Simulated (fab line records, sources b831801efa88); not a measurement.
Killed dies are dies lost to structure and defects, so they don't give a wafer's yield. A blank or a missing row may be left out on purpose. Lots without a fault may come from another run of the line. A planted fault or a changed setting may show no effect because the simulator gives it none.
fab line records | flow sky130 | part 1 of 2: steps 1 to 25 of 35
record lots=5 wafers=15 last_day=50
route steps=708 shown VIA2@522 METAL3@532 CAPM@537
lots that met no fault: from a run of the same line without faults
start_h: hours from the record's first day to the start of the lot's first wafer shown | wait_h: hours since the lot's step before | " the same as in the row above | L1.1+2: a row that stands for several wafers | - no value, or no start given | * or withheld: withheld | < > ~ a bound
route shown NAME@n: a module of which the file shows steps, and the number in the route of the first | usual: mean/standard deviation of fault-free wafers | same: alike in all rows | chamber/n: place in a boat | sites: the reading at each site | _std_site: their standard deviation | _edge_site: outer sites' mean less inner sites' | radius_mm: how far each site lies from the wafer's centre | mask NAME#n: copy n | behind: the tool/chamber that last shaped the wafer | hold: why the lot was held/for how many hours/how that ended | device: the transistor (n, p or np) that didn't switch | end of line: the same wafers' tests at the end of the route | a step without rows: its recipe alone | killed: dies lost to structure and defects at the first sort, not the wafer's yield | map: a wafer's dies, x killed, . not, _ none there
set.NAME: the setting as run; set.NAME@STEP: as run at that earlier step | model.NAME: the simulator's own value behind a step, which no gauge read
lots at some steps of the route; a table a step, a row a wafer
services: from which hour (start_h, from the record's first day; less than 0 if before it) a tool's chamber was out of use, for how many hours, and why
## steps
# step SKY_VIA2_ETCH_15
# recipe target=SiO2 chemistry=C4F8/O2/Ar target_depth_nm=546 stop_on=TiN mask_material=KrF-thick source_w=1500 bias_w=1200 pressure_mtorr=40 c4f8_flow_sccm=withheld O2_flow_sccm=6 Ar_flow_sccm=300 time_s=84
# usual oes_product_au=0.939/0.0048
# same time_s=84
# columns lot.wafer tool chamber start_h wait_h oes_product_au rf_hours_counter_h
L079.1 rie_diel-02 1 904.89 0.0 0.942 2
L079.4 " 2 " " 0.944 9
L079.6 " 3 " " 0.942 -
L087.1 rie_diel-02 0 944.54 0.0 0.932 9
L087.3 " 2 " " 0.944 10
L087.5 " 1 " " 0.941 -
L092.3 rie_diel-03 3 979.16 0.0 0.939 6
L092.4 " 2 " " 0.943 19
L092.5 " 0 " " 0.942 -
L094.1 rie_diel-03 3 987.14 0.0 0.940 6
L094.2 " 1 " " 0.937 17
L094.6 " 2 " " 0.944 -
L097.3 rie_diel-02 0 1017.08 0.0 0.937 11
L097.4 " 2 " " 0.945 12
L097.5 " 0 " " 0.947 -
# step SKY_VIA2_STRIP_16
# recipe chemistry=O2/N2 power_w=1400 pressure_mtorr=1500 platen_temp_c=withheld o2_flow_sccm=3000 n2_flow_sccm=300 overash_fraction=0.5
# usual drypump_motor_current_A=5.9/0.45 oes_product_au=0.399/0.0048 strip_time_to_endpoint_s=4.05/0.035
# columns lot.wafer tool chamber start_h wait_h drypump_motor_current_A oes_product_au rf_hours_counter_h strip_time_to_endpoint_s
L079.1 plasma_asher-01 0 904.95 0.0 5.8 0.393 103 4.01
L079.4 " 0 " " 5.9 0.399 - 4.01
L079.6 " 0 " " 5.8 0.401 - 4.07
L087.1 plasma_asher-01 1 944.61 0.0 6.7 0.401 107 4.09
L087.3 " 1 " " 6.7 0.407 - 4.04
L087.5 " 1 " " 6.7 0.402 - 4.02
L092.3 plasma_asher-02 0 979.26 0.1 6.0 0.391 - 4.05
L092.4 " 1 " " 5.7 0.388 - 4.04
L092.5 " 0 " " 5.9 0.399 - 4.04
L094.1 plasma_asher-04 0 987.20 0.0 5.2 0.403 54 4.07
L094.2 " 1 " " 5.9 0.395 54 4.03
L094.6 " 0 " " 5.2 0.398 - 4.04
L097.3 plasma_asher-02 0 1017.18 0.1 6.0 0.399 - 4.08
L097.4 " 1 " " 5.7 0.400 - 4.00
L097.5 " 1 " " 5.7 0.400 - 4.11
# step SKY_VIA2_STRIP_17
# recipe chemistry=post_etch_residue_remover time_s=1200 temp_c=72.5
# same time_s=1200
# columns lot.wafer tool chamber start_h wait_h
L079.1+4+6 wet_bench-04 1 905.05 0.1
L087.1+3+5 wet_bench-01 0 944.71 0.1
L092.3+4+5 wet_bench-01 2 979.32 0.0
L094.1+2+6 wet_bench-01 3 987.30 0.1
L097.3+4+5 wet_bench-04 3 1017.25 0.0
# step SKY_VIA2_CLEAN_18
# recipe chemistry=IPA time_s=180 temp_c=25
# same time_s=180
# columns lot.wafer tool chamber start_h wait_h
L079.1+4+6 wet_bench-01 3 905.43 0.0
L087.1+3+5 wet_bench-04 2 945.05 0.0
L092.3+4+5 wet_bench-04 0 979.67 0.0
L094.1+2+6 wet_bench-01 2 987.99 0.0
L097.3+4+5 wet_bench-01 3 1017.59 0.0
# step SKY_VIA2_CLEAN_19
# recipe chemistry=O3/DIW dry=n2_spin
# columns lot.wafer tool chamber start_h wait_h
L079.1+4+6 wet_bench-04 0 905.49 0.0
L087.1+3+5 wet_bench-01 2 945.11 0.0
L092.3+4+5 wet_bench-01 0 979.72 0.0
L094.1+2+6 wet_bench-04 0 988.10 0.0
L097.3+4+5 wet_bench-04 0 1017.65 0.0
# step SKY_VIA2_SPUTTER_20
# recipe material=TiN target_thk_nm=20 chamber_pressure_pa=5 power_w=4000 time_s=80
# usual throttle_valve_pct=30.5/1.1
# same time_s=80
# columns lot.wafer tool chamber start_h wait_h throttle_valve_pct
L079.1 pvd_sputter-02 - 905.59 0.0 32.0
L079.4 " - " " 29.1
L079.6 " - " " 29.1
L087.1 pvd_sputter-02 - 945.20 0.0 29.2
L087.3 " - " " 29.5
L087.5 " - " " 32.5
L092.3 pvd_sputter-02 - 979.82 0.0 29.8
L092.4 " - " " 32.3
L092.5 " - " " 29.9
L094.1 pvd_sputter-02 - 988.20 0.0 29.7
L094.2 " - " " 29.0
L094.6 " - " " 32.2
L097.3 pvd_sputter-04 - 1017.74 0.0 31.7
L097.4 " - " " 31.5
L097.5 " - " " 32.2
# step SKY_VIA2_CVD_21
# recipe material=W target_thk_nm=420 time_s=126.4 temp_c=400 pressure_torr=40
# usual heater_power_outer_w=476/46 heater_power_w=779/97
# same time_s=126.4
# columns lot.wafer tool chamber start_h wait_h heater_power_outer_w heater_power_w
L079.1 cvd_w-02 1 905.65 0.0 450 746
L079.4 " 0 " " 435 738
L079.6 " 1 " " 447 739
L087.1 cvd_w-02 0 945.26 0.0 428 729
L087.3 " 0 " " 455 714
L087.5 " 0 " " 438 731
L092.3 cvd_w-01 1 979.92 0.1 541 876
L092.4 " 0 " " 447 667
L092.5 " 1 " " 541 914
L094.1 cvd_w-01 0 988.26 0.0 439 667
L094.2 " 1 " " 539 901
L094.6 " 0 " " 435 676
L097.3 cvd_w-01 1 1017.84 0.1 532 918
L097.4 " 0 " " 447 682
L097.5 " 0 " " 448 679
# step SKY_VIA2_RS_MEAS_22
# recipe thk_meas_gauge=four-point-probe reads=W_of_VIA2_CVD_21+TiN_of_VIA2_SPUTTER_20
# usual VIA2_W_RS=0.271/0.0038
# columns lot.wafer tool chamber start_h wait_h VIA2_W_RS[ohm/sq]
L079.1 film_metro-01 - 905.78 0.1 0.268
L079.4 " - " " 0.276
L079.6 " - " " 0.269
L087.1 film_metro-03 - 945.39 0.1 0.265
L087.3 " - " " 0.268
L087.5 " - " " 0.270
L092.3 film_metro-04 - 980.05 0.1 0.274
L092.4 " - " " 0.271
L092.5 " - " " 0.276
L094.1 film_metro-03 - 988.39 0.1 0.270
L094.2 " - " " 0.276
L094.6 " - " " 0.272
L097.3 film_metro-03 - 1017.97 0.1 0.270
L097.4 " - " " 0.271
L097.5 " - " " 0.267
# step SKY_VIA2_THK_MEAS_23
# recipe thk_meas_gauge=xrf reads=W_of_VIA2_CVD_21
# usual VIA2_W_THK=414/6.4
# columns lot.wafer tool chamber start_h wait_h VIA2_W_THK[nm]
L079.1 film_metro-01 - 905.90 0.1 420
L079.4 " - " " 410
L079.6 " - " " 418
L087.1 film_metro-03 - 945.51 0.1 425
L087.3 " - " " 422
L087.5 " - " " 413
L092.3 film_metro-04 - 980.15 0.1 413
L092.4 " - " " 418
L092.5 " - " " 408
L094.1 film_metro-03 - 988.51 0.1 419
L094.2 " - " " 408
L094.6 " - " " 413
L097.3 film_metro-03 - 1018.07 0.1 411
L097.4 " - " " 409
L097.5 " - " " 415
# step SKY_VIA2_CMP_24
# recipe stop_on=SiO2 t_overpolish_s=20 down_force_psi=3.5 platen_rpm=60 target_thk_nm=0 pad_velocity_m_s=0.94248
# usual motor_current_A=11.2/0.77 overpolish_run_s=20.001/0.01 time_to_endpoint_s=102/3.9
# columns lot.wafer tool chamber start_h wait_h motor_current_A overpolish_run_s time_to_endpoint_s
L079.4 cmp-01 1 906.01 0.1 12.5 19.999 99
L079.1 " 2 " " 10.1 19.994 104
L079.6 " 0 " " 10.5 19.980 106
L087.1 cmp-01 3 945.67 0.1 10.9 20.011 105
L087.3 " 0 " " 9.7 19.999 107
L087.5 " 2 " " 10.2 20.000 109
L092.4 cmp-02 1 980.19 0.0 10.4 19.994 103
L092.3 " 0 " " 11.2 19.995 99
L092.5 " 2 " " 12.0 19.995 98
L094.2 cmp-01 1 988.57 0.0 11.5 19.998 98
L094.1 " 0 " " 10.4 20.005 106
L094.6 " 1 " " 11.7 20.006 99
L097.3 cmp-01 1 1018.28 0.2 12.0 19.987 94
L097.4 " 2 " " 10.0 19.989 106
L097.5 " 2 " " 10.4 19.996 107
# step SKY_METAL3_SPUTTER_00
# recipe material=Ti target_thk_nm=15 power_w=3000 time_s=10 chamber_pressure_pa=0.4
# usual throttle_valve_pct=30.4/1.1
# same time_s=10
# columns lot.wafer tool chamber start_h wait_h throttle_valve_pct
L079.1 pvd_sputter-03 - 906.26 0.1 29.8
L079.4 " - " " 30.3
L079.6 " - " " 30.3
L087.1 pvd_sputter-03 - 945.87 0.1 29.4
L087.3 " - " " 30.1
L087.5 " - " " 30.3
L092.3 pvd_sputter-03 - 980.49 0.1 29.4
L092.4 " - " " 30.0
L092.5 " - " " 30.2
L094.1 pvd_sputter-02 - 988.87 0.1 32.3
L094.2 " - " " 29.2
L094.6 " - " " 29.8
L097.3 pvd_sputter-02 - 1018.58 0.2 29.9
L097.4 " - " " 29.2
L097.5 " - " " 29.3
# step SKY_METAL3_SPUTTER_01
# recipe material=TiN target_thk_nm=20 power_w=6500 time_s=16.7 chamber_pressure_pa=0.4
# usual throttle_valve_pct=30.4/1.1
# same time_s=16.7
# columns lot.wafer tool chamber start_h wait_h throttle_valve_pct
L079.1 pvd_sputter-03 - 906.28 0.0 29.5
L079.4 " - " " 30.1
L079.6 " - " " 30.3
L087.1 pvd_sputter-03 - 945.89 0.0 29.7
L087.3 " - " " 30.0
L087.5 " - " " 30.0
L092.3 pvd_sputter-03 - 980.51 0.0 29.4
L092.4 " - " " 30.2
L092.5 " - " " 29.8
L094.1 pvd_sputter-02 - 988.89 0.0 32.5
L094.2 " - " " 29.2
L094.6 " - " " 30.1
L097.3 pvd_sputter-02 - 1018.60 0.0 29.9
L097.4 " - " " 29.1
L097.5 " - " " 29.2
# step SKY_METAL3_SPUTTER_02
# recipe material=AlCu target_thk_nm=735 power_w=10600 time_s=39.1 chamber_pressure_pa=0.4
# usual throttle_valve_pct=30.4/1
# same time_s=39.1
# columns lot.wafer tool chamber start_h wait_h throttle_valve_pct
L079.1 pvd_sputter-03 - 906.30 0.0 29.7
L079.4 " - " " 30.3
L079.6 " - " " 30.2
L087.1 pvd_sputter-03 - 945.92 0.0 29.6
L087.3 " - " " 30.2
L087.5 " - " " 30.1
L092.3 pvd_sputter-03 - 980.54 0.0 29.3
L092.4 " - " " 30.2
L092.5 " - " " 30.2
L094.1 pvd_sputter-02 - 988.92 0.0 32.2
L094.2 " - " " 29.2
L094.6 " - " " 29.8
L097.3 pvd_sputter-02 - 1018.62 0.0 29.9
L097.4 " - " " 29.1
L097.5 " - " " 29.3
# step SKY_METAL3_SPUTTER_03
# recipe material=Ti target_thk_nm=5 power_w=3000 time_s=3.3 chamber_pressure_pa=0.4
# usual throttle_valve_pct=30.4/1.1
# same time_s=3.3
# columns lot.wafer tool chamber start_h wait_h throttle_valve_pct
L079.1 pvd_sputter-03 - 906.34 0.0 29.6
L079.4 " - " " 29.9
L079.6 " - " " 30.3
L087.1 pvd_sputter-03 - 945.96 0.0 29.7
L087.3 " - " " 29.8
L087.5 " - " " 30.1
L092.3 pvd_sputter-03 - 980.57 0.0 29.3
L092.4 " - " " 30.2
L092.5 " - " " 30.4
L094.1 pvd_sputter-02 - 988.95 0.0 32.3
L094.2 " - " " 29.2
L094.6 " - " " 30.0
L097.3 pvd_sputter-02 - 1018.66 0.0 29.4
L097.4 " - " " 29.2
L097.5 " - " " 29.3
# step SKY_METAL3_SPUTTER_04
# recipe material=TiN target_thk_nm=70 power_w=6500 time_s=58.3 chamber_pressure_pa=0.4
# usual throttle_valve_pct=30.4/1
# same time_s=58.3
# columns lot.wafer tool chamber start_h wait_h throttle_valve_pct
L079.1 pvd_sputter-03 - 906.36 0.0 30.0
L079.4 " - " " 29.9
L079.6 " - " " 30.1
L087.1 pvd_sputter-03 - 945.97 0.0 29.6
L087.3 " - " " 30.2
L087.5 " - " " 30.2
L092.3 pvd_sputter-03 - 980.59 0.0 29.4
L092.4 " - " " 30.2
L092.5 " - " " 30.0
L094.1 pvd_sputter-02 - 988.97 0.0 32.1
L094.2 " - " " 29.1
L094.6 " - " " 30.0
L097.3 pvd_sputter-02 - 1018.68 0.0 29.9
L097.4 " - " " 29.1
L097.5 " - " " 29.1
# step SKY_CAPM_CVD_00
# recipe material=SiO2 target_thk_nm=15.5 temp_c=400 time_s=withheld rf_w=450
# usual heater_power_outer_w=433/68 heater_power_w=715/94
# columns lot.wafer tool chamber start_h wait_h heater_power_outer_w heater_power_w
L079.1 pecvd-03 1 906.41 0.0 468 760
L079.4 " 0 " " 411 665
L079.6 " 1 " " 473 746
L087.1 pecvd-03 0 946.02 0.0 365 595
L087.3 " 2 " " 410 717
L087.5 " 2 " " 416 707
L092.3 pecvd-02 1 980.64 0.0 358 591
L092.4 " 2 " " 550 853
L092.5 " 0 " " 443 767
L094.1 pecvd-02 2 989.02 0.0 471 774
L094.2 " 1 " " 376 615
L094.6 " 0 " " 477 806
L097.3 pecvd-03 1 1018.73 0.0 567 899
L097.4 " 2 " " 460 757
L097.5 " 1 " " 566 889
# step SKY_CAPM_THK_MEAS_01
# recipe reads=SiO2_of_CAPM_CVD_00
# usual CAPM_CVD_00_THK=15.64/0.21
# columns lot.wafer tool chamber start_h wait_h CAPM_CVD_00_THK[nm]
L079.1 film_metro-02 - 906.43 - 15.50
L079.4 " - " " 15.55
L079.6 " - " " 15.57
L087.1 film_metro-02 - 946.04 - 15.70
L087.3 " - " " 15.50
L087.5 " - " " 15.86
L092.3 film_metro-03 - 980.68 - 15.57
L092.4 " - " " 15.83
L092.5 " - " " 15.61
L094.1 film_metro-02 - 989.04 - 15.55
L094.2 " - " " 15.71
L094.6 " - " " 15.77
L097.3 film_metro-01 - 1018.77 - 15.50
L097.4 " - " " 15.79
L097.5 " - " " 15.83
# step SKY_CAPM_SPUTTER_02
# recipe material=TiN target_thk_nm=200 temp_c=300 power_w=6500 time_s=166.7 chamber_pressure_pa=0.4
# usual throttle_valve_pct=30.1/0.95
# same time_s=166.7
# columns lot.wafer tool chamber start_h wait_h throttle_valve_pct
L079.1 pvd_sputter-01 - 906.49 0.1 31.0
L079.4 " - " " 30.3
L079.6 " - " " 30.0
L087.1 pvd_sputter-01 - 946.10 0.1 30.3
L087.3 " - " " 31.0
L087.5 " - " " 30.5
L092.3 pvd_sputter-03 - 980.72 0.0 30.3
L092.4 " - " " 30.1
L092.5 " - " " 30.4
L094.1 pvd_sputter-02 - 989.10 0.1 29.7
L094.2 " - " " 29.2
L094.6 " - " " 29.3
L097.3 pvd_sputter-03 - 1018.81 0.0 29.7
L097.4 " - " " 29.2
L097.5 " - " " 30.4
# step SKY_CAPM_RS_MEAS_03
# recipe thk_meas_gauge=four-point-probe reads=TiN_of_CAPM_SPUTTER_02
# usual CAPM_TIN_RS=6.90/0.087
# columns lot.wafer tool chamber start_h wait_h CAPM_TIN_RS[ohm/sq]
L079.1 film_metro-02 - 906.60 0.1 6.98
L079.4 " - " " 6.97
L079.6 " - " " 6.93
L087.1 film_metro-01 - 946.21 0.1 6.76
L087.3 " - " " 6.82
L087.5 " - " " 6.85
L092.3 film_metro-01 - 980.87 0.1 6.91
L092.4 " - " " 6.99
L092.5 " - " " 7.01
L094.1 film_metro-01 - 989.21 0.1 6.92
L094.2 " - " " 6.84
L094.6 " - " " 6.81
L097.3 film_metro-03 - 1018.96 0.1 6.87
L097.4 " - " " 6.96
L097.5 " - " " 6.92
# step SKY_CAPM_THK_MEAS_04
# recipe thk_meas_gauge=xrf reads=TiN_of_CAPM_SPUTTER_02
# usual CAPM_TIN_THK=200.7/2.8
# columns lot.wafer tool chamber start_h wait_h CAPM_TIN_THK[nm]
L079.1 film_metro-02 - 906.72 0.1 198.2
L079.4 " - " " 198.2
L079.6 " - " " 199.5
L087.1 film_metro-01 - 946.33 0.1 206.3
L087.3 " - " " 203.9
L087.5 " - " " 202.4
L092.3 film_metro-01 - 980.97 0.1 200.9
L092.4 " - " " 199.8
L092.5 " - " " 198.6
L094.1 film_metro-01 - 989.33 0.1 201.2
L094.2 " - " " 204.2
L094.6 " - " " 204.0
L097.3 film_metro-03 - 1019.06 0.1 200.7
L097.4 " - " " 198.9
L097.5 " - " " 200.2
# step SKY_CAPM_DEHYDRATE_05
# recipe temp_c=200 time_s=60
# usual exhaust_pa=44.9/0.89
# same time_s=60
# columns lot.wafer tool chamber start_h wait_h exhaust_pa
L079.1 litho_track-04 0 918.34 11.6 46.7
L079.4 " 0 " " 46.1
L079.6 " 0 " " 45.8
L087.1 litho_track-03 0 957.81 11.5 45.6
L087.3 " 0 " " 45.1
L087.5 " 0 " " 46.4
L092.3 litho_track-03 0 991.71 10.7 45.6
L092.4 " 0 " " 45.5
L092.5 " 0 " " 44.4
L094.1 litho_track-02 0 1000.62 11.3 44.8
L094.2 " 0 " " 44.0
L094.6 " 0 " " 44.3
L097.3 litho_track-03 0 1030.41 11.3 45.2
L097.4 " 0 " " 46.4
L097.5 " 0 " " 45.8
# step SKY_CAPM_HMDS_06
# recipe prime_time_s=60 prime_temp_c=120
# usual exhaust_pa=45.1/0.87
# columns lot.wafer tool chamber start_h wait_h exhaust_pa
L079.1 litho_track-04 0 918.49 0.1 43.8
L079.4 " 0 " " 43.8
L079.6 " 0 " " 44.4
L087.1 litho_track-03 0 957.96 0.1 44.3
L087.3 " 0 " " 43.8
L087.5 " 0 " " 45.1
L092.3 litho_track-03 0 991.86 0.1 45.7
L092.4 " 0 " " 44.9
L092.5 " 0 " " 44.6
L094.1 litho_track-02 0 1000.77 0.1 46.5
L094.2 " 0 " " 45.8
L094.6 " 0 " " 46.7
L097.3 litho_track-03 0 1030.56 0.1 45.6
L097.4 " 0 " " 45.7
L097.5 " 0 " " 44.8
# step SKY_CAPM_COAT_07
# recipe resist=NOVOLAK spin_rpm=3000 resist_thk_nm=1140
# usual exhaust_pa=44.9/0.85
# columns lot.wafer tool chamber start_h wait_h exhaust_pa
L079.1 litho_track-04 0 918.64 0.1 45.1
L079.4 " 0 " " 44.9
L079.6 " 0 " " 44.3
L087.1 litho_track-03 0 958.11 0.1 46.4
L087.3 " 0 " " 45.0
L087.5 " 0 " " 46.2
L092.3 litho_track-03 0 992.01 0.1 45.3
L092.4 " 0 " " 44.5
L092.5 " 0 " " 44.8
L094.1 litho_track-02 0 1000.92 0.1 46.6
L094.2 " 0 " " 45.7
L094.6 " 0 " " 44.6
L097.3 litho_track-03 0 1030.71 0.1 46.8
L097.4 " 0 " " 46.0
L097.5 " 0 " " 45.2
# step SKY_CAPM_SOFTBAKE_08
# recipe temp_c=90 time_s=60 resist=NOVOLAK
# usual exhaust_pa=45.0/0.88
# same time_s=60
# columns lot.wafer tool chamber start_h wait_h exhaust_pa
L079.1 litho_track-04 0 918.79 0.1 44.3
L079.4 " 0 " " 44.7
L079.6 " 0 " " 46.1
L087.1 litho_track-03 0 958.26 0.1 44.1
L087.3 " 0 " " 44.3
L087.5 " 0 " " 44.5
L092.3 litho_track-03 0 992.16 0.1 45.2
L092.4 " 0 " " 44.0
L092.5 " 0 " " 44.9
L094.1 litho_track-02 0 1001.07 0.1 45.0
L094.2 " 0 " " 43.3
L094.6 " 0 " " 43.7
L097.3 litho_track-03 0 1030.86 0.1 45.1
L097.4 " 0 " " 46.0
L097.5 " 0 " " 45.5
# step SKY_CAPM_EXPOSE_09
# recipe mask_id=CAPM na=0.6 source_shape=conventional sigma_outer=0.6 polarization=unpolarized target_cd_nm=1000 dose_mj=159
# usual focus_offset_nm=0.0/0.52
# columns lot.wafer tool chamber start_h wait_h mask focus_offset_nm
L079.1 iline_stepper-02 0 - - CAPM#0 0.0
L079.4 " 0 " " CAPM#0 -0.7
L079.6 " 0 " " CAPM#0 -0.1
L087.1 iline_stepper-01 0 - - CAPM#0 0.4
L087.3 " 0 " " CAPM#0 0.3
L087.5 " 0 " " CAPM#0 0.3
L092.3 iline_stepper-01 0 - - CAPM#0 -0.3
L092.4 " 0 " " CAPM#0 -0.3
L092.5 " 0 " " CAPM#0 -0.8
L094.1 iline_stepper-02 0 - - CAPM#0 -0.4
L094.2 " 0 " " CAPM#0 0.1
L094.6 " 0 " " CAPM#0 0.7
L097.3 iline_stepper-02 0 - - CAPM#0 0.8
L097.4 " 0 " " CAPM#0 0.7
L097.5 " 0 " " CAPM#0 0.2
